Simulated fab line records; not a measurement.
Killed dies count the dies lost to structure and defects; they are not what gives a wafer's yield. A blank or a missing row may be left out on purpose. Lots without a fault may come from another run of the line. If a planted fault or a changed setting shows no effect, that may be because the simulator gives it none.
The tool behind it: which one? || flow sky130 || 35 wafers from 12 lots sampled at 4 of the route's 708 steps

== WHAT THE GAUGES SHOWED, per wafer ==
SKY_VIA2_THK_MEAS_01. Usual: for VIA2_HDPCVD_THK the level is 1186 nm and the standard deviation is 13.
{"lot": "L403", "measured": "day 36 17:35", "on": "film_metro-04", "VIA2_HDPCVD_THK (nm)": "1200 1168 1199", "flag": ""}
{"lot": "L404", "measured": "day 37 07:29", "on": "film_metro-04", "VIA2_HDPCVD_THK (nm)": "1183 1182 1166", "flag": ""}
{"lot": "L408", "measured": "day 38 05:17", "on": "film_metro-03", "VIA2_HDPCVD_THK (nm)": "1168 1321 1309", "flag": "OFF"}
{"lot": "L413", "measured": "day 39 13:58", "on": "film_metro-03", "VIA2_HDPCVD_THK (nm)": "1201 1303", "flag": "OFF"}
{"lot": "L416", "measured": "day 40 13:23", "on": "film_metro-03", "VIA2_HDPCVD_THK (nm)": "1192 1179 1160", "flag": ""}
{"lot": "L418", "measured": "day 40 20:46", "on": "film_metro-01", "VIA2_HDPCVD_THK (nm)": "1184 1202 1186", "flag": ""}
{"lot": "L419", "measured": "day 41 10:31", "on": "film_metro-03", "VIA2_HDPCVD_THK (nm)": "1183 1204 1201", "flag": ""}
{"lot": "L420", "measured": "day 41 14:23", "on": "film_metro-04", "VIA2_HDPCVD_THK (nm)": "1181 1189 1192", "flag": ""}
{"lot": "L421", "measured": "day 41 23:13", "on": "film_metro-03", "VIA2_HDPCVD_THK (nm)": "1158 1177 1181", "flag": ""}
{"lot": "L422", "measured": "day 42 00:55", "on": "film_metro-03", "VIA2_HDPCVD_THK (nm)": "1193 1185 1189", "flag": ""}
{"lot": "L423", "measured": "day 42 05:58", "on": "film_metro-01", "VIA2_HDPCVD_THK (nm)": "1164 1163 1186", "flag": ""}
{"lot": "L425", "measured": "day 42 14:50", "on": "film_metro-04", "VIA2_HDPCVD_THK (nm)": "1183 1164 1189", "flag": ""}

== WHAT TOOL EACH LOT RAN ON (gives the tool, then ch and the chambers of the sampled wafers, and finally the start) ==
{"lot": "L403", "SKY_METAL2_SPUTTER_00": "pvd_sputter-01, day 35 14:07", "SKY_METAL2_SPUTTER_02": "pvd_sputter-01, day 35 14:10", "SKY_VIA2_HDPCVD_00": "hdpcvd-01 ch 0,1,2, day 36 17:28"}
{"lot": "L404", "SKY_METAL2_SPUTTER_00": "pvd_sputter-03, day 36 03:26", "SKY_METAL2_SPUTTER_02": "pvd_sputter-03, day 36 03:29", "SKY_VIA2_HDPCVD_00": "hdpcvd-02 ch 0,1,2, day 37 07:22"}
{"lot": "L408", "SKY_METAL2_SPUTTER_00": "pvd_sputter-02, day 37 00:56", "SKY_METAL2_SPUTTER_02": "pvd_sputter-02, day 37 00:59", "SKY_VIA2_HDPCVD_00": "hdpcvd-02 ch 0,1, day 38 05:06"}
{"lot": "L413", "SKY_METAL2_SPUTTER_00": "pvd_sputter-01, day 38 11:10", "SKY_METAL2_SPUTTER_02": "pvd_sputter-01, day 38 11:13", "SKY_VIA2_HDPCVD_00": "hdpcvd-02 ch 1,2, day 39 13:51"}
{"lot": "L416", "SKY_METAL2_SPUTTER_00": "pvd_sputter-03, day 39 10:19", "SKY_METAL2_SPUTTER_02": "pvd_sputter-03, day 39 10:22", "SKY_VIA2_HDPCVD_00": "hdpcvd-01 ch 0,1,2, day 40 13:17"}
{"lot": "L418", "SKY_METAL2_SPUTTER_00": "pvd_sputter-01, day 39 18:44", "SKY_METAL2_SPUTTER_02": "pvd_sputter-01, day 39 18:47", "SKY_VIA2_HDPCVD_00": "hdpcvd-01 ch 0,1, day 40 20:37"}
{"lot": "L419", "SKY_METAL2_SPUTTER_00": "pvd_sputter-01, day 40 08:12", "SKY_METAL2_SPUTTER_02": "pvd_sputter-01, day 40 08:14", "SKY_VIA2_HDPCVD_00": "hdpcvd-01 ch 0,1,2, day 41 10:22"}
{"lot": "L420", "SKY_METAL2_SPUTTER_00": "pvd_sputter-01, day 40 12:10", "SKY_METAL2_SPUTTER_02": "pvd_sputter-01, day 40 12:13", "SKY_VIA2_HDPCVD_00": "hdpcvd-01 ch 0,2, day 41 14:14"}
{"lot": "L421", "SKY_METAL2_SPUTTER_00": "pvd_sputter-01, day 40 21:30", "SKY_METAL2_SPUTTER_02": "pvd_sputter-01, day 40 21:32", "SKY_VIA2_HDPCVD_00": "hdpcvd-02 ch 0,1,2, day 41 23:08"}
{"lot": "L422", "SKY_METAL2_SPUTTER_00": "pvd_sputter-01, day 40 23:48", "SKY_METAL2_SPUTTER_02": "pvd_sputter-01, day 40 23:50", "SKY_VIA2_HDPCVD_00": "hdpcvd-01 ch 0,1,2, day 42 00:46"}
{"lot": "L423", "SKY_METAL2_SPUTTER_00": "pvd_sputter-02, day 41 04:15", "SKY_METAL2_SPUTTER_02": "pvd_sputter-02, day 41 04:17", "SKY_VIA2_HDPCVD_00": "hdpcvd-02 ch 0,2, day 42 05:50"}
{"lot": "L425", "SKY_METAL2_SPUTTER_00": "pvd_sputter-02, day 41 13:09", "SKY_METAL2_SPUTTER_02": "pvd_sputter-02, day 41 13:12", "SKY_VIA2_HDPCVD_00": "hdpcvd-02 ch 0,1,2, day 42 14:42"}
- SKY_METAL2_SPUTTER_00: material Ti, target thk 15 nm, time 10 s.
- SKY_METAL2_SPUTTER_02: material AlCu, target thk 250 nm, time 13.3 s.
- SKY_VIA2_HDPCVD_00: deposits SiO2, target thk 1180 nm, time 196.7 s.

== AS READ BY THE TOOLS THEMSELVES (means over the sampled wafers that have a number; for cases with no such wafer, the mark the record gives instead) ==
SKY_METAL2_SPUTTER_00. Usual: throttle_valve_pct reads 30.4 % (standard deviation 1.2).
{"lot": "L403", "tool": "pvd_sputter-01", "throttle_valve_pct (%)": 31.7, "flag": ""}
{"lot": "L404", "tool": "pvd_sputter-03", "throttle_valve_pct (%)": 29.8, "flag": ""}
{"lot": "L408", "tool": "pvd_sputter-02", "throttle_valve_pct (%)": 29.9, "flag": ""}
{"lot": "L413", "tool": "pvd_sputter-01", "throttle_valve_pct (%)": 31.6, "flag": ""}
{"lot": "L416", "tool": "pvd_sputter-03", "throttle_valve_pct (%)": 29.2, "flag": ""}
{"lot": "L418", "tool": "pvd_sputter-01", "throttle_valve_pct (%)": 31.4, "flag": ""}
{"lot": "L419", "tool": "pvd_sputter-01", "throttle_valve_pct (%)": 31.7, "flag": ""}
{"lot": "L420", "tool": "pvd_sputter-01", "throttle_valve_pct (%)": 31.4, "flag": ""}
{"lot": "L421", "tool": "pvd_sputter-01", "throttle_valve_pct (%)": 31.4, "flag": ""}
{"lot": "L422", "tool": "pvd_sputter-01", "throttle_valve_pct (%)": 31.6, "flag": ""}
{"lot": "L423", "tool": "pvd_sputter-02", "throttle_valve_pct (%)": 29.6, "flag": ""}
{"lot": "L425", "tool": "pvd_sputter-02", "throttle_valve_pct (%)": 29.5, "flag": ""}

SKY_METAL2_SPUTTER_02. Usual: throttle_valve_pct reads 30.4 % (standard deviation 1.2).
{"lot": "L403", "tool": "pvd_sputter-01", "throttle_valve_pct (%)": 31.6, "flag": ""}
{"lot": "L404", "tool": "pvd_sputter-03", "throttle_valve_pct (%)": 29.7, "flag": ""}
{"lot": "L408", "tool": "pvd_sputter-02", "throttle_valve_pct (%)": 29.8, "flag": ""}
{"lot": "L413", "tool": "pvd_sputter-01", "throttle_valve_pct (%)": 31.4, "flag": ""}
{"lot": "L416", "tool": "pvd_sputter-03", "throttle_valve_pct (%)": 29.2, "flag": ""}
{"lot": "L418", "tool": "pvd_sputter-01", "throttle_valve_pct (%)": 31.5, "flag": ""}
{"lot": "L419", "tool": "pvd_sputter-01", "throttle_valve_pct (%)": 31.8, "flag": ""}
{"lot": "L420", "tool": "pvd_sputter-01", "throttle_valve_pct (%)": 31.4, "flag": ""}
{"lot": "L421", "tool": "pvd_sputter-01", "throttle_valve_pct (%)": 31.4, "flag": ""}
{"lot": "L422", "tool": "pvd_sputter-01", "throttle_valve_pct (%)": 31.6, "flag": ""}
{"lot": "L423", "tool": "pvd_sputter-02", "throttle_valve_pct (%)": 29.5, "flag": ""}
{"lot": "L425", "tool": "pvd_sputter-02", "throttle_valve_pct (%)": 29.5, "flag": ""}

SKY_VIA2_HDPCVD_00. Usual: pressure_mtorr 6.001 mTorr, standard deviation 0.012; run_length_s 224.6 s, standard deviation 0.61.
{"lot": "L403", "tool": "hdpcvd-01", "pressure_mtorr (mTorr)": 5.994, "run_length_s (s)": 224.5, "flag": ""}
{"lot": "L404", "tool": "hdpcvd-02", "pressure_mtorr (mTorr)": 6.005, "run_length_s (s)": 224.1, "flag": ""}
{"lot": "L408", "tool": "hdpcvd-02", "pressure_mtorr (mTorr)": 6.001, "run_length_s (s)": 239.7, "flag": "OFF"}
{"lot": "L413", "tool": "hdpcvd-02", "pressure_mtorr (mTorr)": 5.995, "run_length_s (s)": 235.9, "flag": "OFF"}
{"lot": "L416", "tool": "hdpcvd-01", "pressure_mtorr (mTorr)": 6.008, "run_length_s (s)": 225.0, "flag": ""}
{"lot": "L418", "tool": "hdpcvd-01", "pressure_mtorr (mTorr)": 6.002, "run_length_s (s)": 224.8, "flag": ""}
{"lot": "L419", "tool": "hdpcvd-01", "pressure_mtorr (mTorr)": 6.007, "run_length_s (s)": 224.6, "flag": ""}
{"lot": "L420", "tool": "hdpcvd-01", "pressure_mtorr (mTorr)": 5.991, "run_length_s (s)": 224.6, "flag": ""}
{"lot": "L421", "tool": "hdpcvd-02", "pressure_mtorr (mTorr)": 5.991, "run_length_s (s)": 224.2, "flag": ""}
{"lot": "L422", "tool": "hdpcvd-01", "pressure_mtorr (mTorr)": 5.993, "run_length_s (s)": 224.8, "flag": ""}
{"lot": "L423", "tool": "hdpcvd-02", "pressure_mtorr (mTorr)": 6.000, "run_length_s (s)": 223.5, "flag": ""}
{"lot": "L425", "tool": "hdpcvd-02", "pressure_mtorr (mTorr)": 6.006, "run_length_s (s)": 224.1, "flag": ""}

== THE ANSWER, worked out from the rows above alone ==
Rule: lot off if the mean of its wafers having a number is beyond 3 standard deviations from the usual mean. Also off: a lot with no number at a reading for which 4 or more lots have one. Any other lot the step has rows for is counted as sound. After the gauges, taken in route order, come the tools' own readings; for these a lot's mean is taken, as printed above. At the first step where some lot is off, the reading lying furthest off is the one used; lots without a number count as furthest.
Off: L408, L413, at SKY_VIA2_THK_MEAS_01 (VIA2_HDPCVD_THK).
A tool fits if, at a process step before that reading, it ran every lot that is off, and no sound lot after the first of them. The gauges at SKY_VIA2_THK_MEAS_01 aren't tried: what is off there is off at SKY_VIA2_HDPCVD_00 too, on other tools, and a gauge's error can't cause that. None of those tried fits.

== WHAT WAS PUT IN BY THE SIMULATOR ==
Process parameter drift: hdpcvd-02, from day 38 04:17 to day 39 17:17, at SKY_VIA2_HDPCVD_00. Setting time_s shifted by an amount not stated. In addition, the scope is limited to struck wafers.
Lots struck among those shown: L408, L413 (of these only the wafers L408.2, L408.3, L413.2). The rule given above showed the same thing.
